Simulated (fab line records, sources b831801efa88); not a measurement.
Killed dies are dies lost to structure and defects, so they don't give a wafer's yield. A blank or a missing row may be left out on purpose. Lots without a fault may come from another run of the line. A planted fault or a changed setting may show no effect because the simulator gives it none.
A struck lot beside a sound one | flow sky130 | 15 steps out of a route of 708
Sound: wafers L694.1, L694.2, L694.3. Struck: wafer L705.6. (L705.4, L705.5 of the same lot were not struck and are left out.) The cause comes at the end.
At each step with rows: each side's tool, then ch and its chambers, then its first start. Under that, the readings that differ: sound wafers | struck wafers | difference of the means | sigmas: that difference in standard deviations of wafers without a fault.
alike: readings whose means differ by less than 2 such deviations, and words and numbers that are the same on both sides. not compared: withheld readings, readings that some wafer has no value for, bounds like >300 that may hide the same value, and numbers for which the record gives no deviation and whose values overlap.
The two part at a step that has a row with sigmas, a row that says differs or no value, or rows on one side only. Numbers that don't overlap but have no deviation are shown without sigmas and don't part them. A reading that every wafer of one side lacks parts them only if that side has two wafers or more.

SKY_RES_XHIGH_TW_MEAS_09:
  sound on film_metro-02, day 29 05:22; struck on film_metro-04, day 32 22:32
  alike: RES_XHIGH_TW
then, 7 steps without rows for these wafers: SKY_SD_N_DEHYDRATE_00 (time 60 s); SKY_SD_N_HMDS_01 (prime time 60 s); SKY_SD_N_COAT_02 (resist thk 1140 nm); SKY_SD_N_SOFTBAKE_03 (time 60 s); SKY_SD_N_EXPOSE_04 (exposes mask NSDM, target cd 380 nm); SKY_SD_N_PEB_05; SKY_SD_N_DEVELOP_06 (develop time 60.87 s).
SKY_SD_N_CD_MEAS_07: target cd 380 nm.
  sound on cd_sem-02, day 30 10:07; struck on cd_sem-01, day 34 01:52
  alike: cd_nm
SKY_SD_N_OVL_MEAS_08:
  sound on overlay-02, day 30 10:14; struck on overlay-02, day 34 01:57
  reading       | sound       | struck | difference | sigmas
  SD_N_OVL (nm) | 1.2 2.3 1.0 | -1.4   | -2.9       | -2
then, 2 steps without rows for these wafers: SKY_SD_N_IMPLANT_09; SKY_SD_N_IMPLANT_10.
SKY_SD_N_STRIP_11: strips in O2/N2.
  sound on plasma_asher-02 ch 0,1, day 30 10:34; struck on plasma_asher-02 ch 0, day 34 02:18
  reading                      | sound             | struck | difference | sigmas
  o2_flow_sccm (sccm)          | 3000 3002 2997    | 3596   | +596       | +72
  oes_product_au (a.u.)        | 0.535 0.528 0.533 | 0.544  | +0.012     | +3
  strip_time_to_endpoint_s (s) | 22.27 22.29 22.28 | 21.96  | -0.32      | -8
  alike: drypump_motor_current_A
  not compared: rf_hours_counter_h
SKY_SD_N_TW_MEAS_12:
  sound on film_metro-04, day 30 10:40; struck on film_metro-04, day 34 02:24
  alike: SD_N_TW
-- the record jumps here: 17 days lie between the struck wafers' starts before and after (it left off in module SD_N and takes up again in module PAD_OPEN, whose first step shown is number 708 of the route) --
SKY_PAD_OPEN_PROBE_99:
  sound on prober-01, day 48 06:13; struck on prober-02, day 50 15:41
  alike: killed_at_M0_to_M3, killed_at_M4_up, killed_at_contacts, killed_at_front_end, killed_at_other, killed_dies, killed_open, killed_short

WHERE THEY PART
First at SKY_SD_N_OVL_MEAS_08; last, within this record, at SKY_SD_N_STRIP_11. Later steps at which nothing parts them and some readings are alike: SKY_SD_N_TW_MEAS_12, SKY_PAD_OPEN_PROBE_99.

WHY: what the simulator had put in
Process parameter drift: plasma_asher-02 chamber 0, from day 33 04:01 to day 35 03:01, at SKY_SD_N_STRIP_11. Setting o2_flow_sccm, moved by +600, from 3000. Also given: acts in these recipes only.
